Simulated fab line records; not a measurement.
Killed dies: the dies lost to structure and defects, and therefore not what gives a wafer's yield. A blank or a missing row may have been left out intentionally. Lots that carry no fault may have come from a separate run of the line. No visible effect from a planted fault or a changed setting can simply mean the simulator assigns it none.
Matching of chambers    flow gf180mcu    GF_V2_CVD_02 on pecvd-01 has 3 sister chambers
The step deposits SiO2 from TEOS, target thk 850 nm, time 94.851 s. 3 wafers are shown with their chamber, then 7 later ones without.

== WAFERS PAIRED WITH THEIR CHAMBERS ==
wafer   chamber  heater power w (W)
L081.2  0        842
L082.2  2        626
L082.3  1        715

== WAFERS WITHOUT THEIR CHAMBER ==
wafer   heater power w (W)
L082.4  744
L090.1  622
L090.2  735
L090.5  605
L091.1  894
L091.5  723
L091.6  724

== THE CHAMBER EACH PASSED THROUGH ==
wafer    from the rows above   in truth
L082.4   1                     1
L090.1   2                     2
L090.2   1                     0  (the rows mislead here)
L090.5   2                     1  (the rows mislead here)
L091.1   0                     0
L091.5   1                     1
L091.6   1                     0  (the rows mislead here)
Correctly placed: 4 of 7. From these rows, 0 cannot be placed. Number placed wrongly: 3.
How it was worked out, from the rows above alone: a wafer's distance from a chamber is the root of the sum, over the readings, of the square of ((its reading less the chamber's mean) divided by the reading's scatter). The wafer belongs to the nearest chamber; if the next one is less than 2 further off, it can't be placed. For every chamber, the mean is computed from those of its wafers that are shown. The scatter (one wafer shown for each chamber): square how far every hidden wafer sits from the nearest shown wafer, average those squares and take the square root.
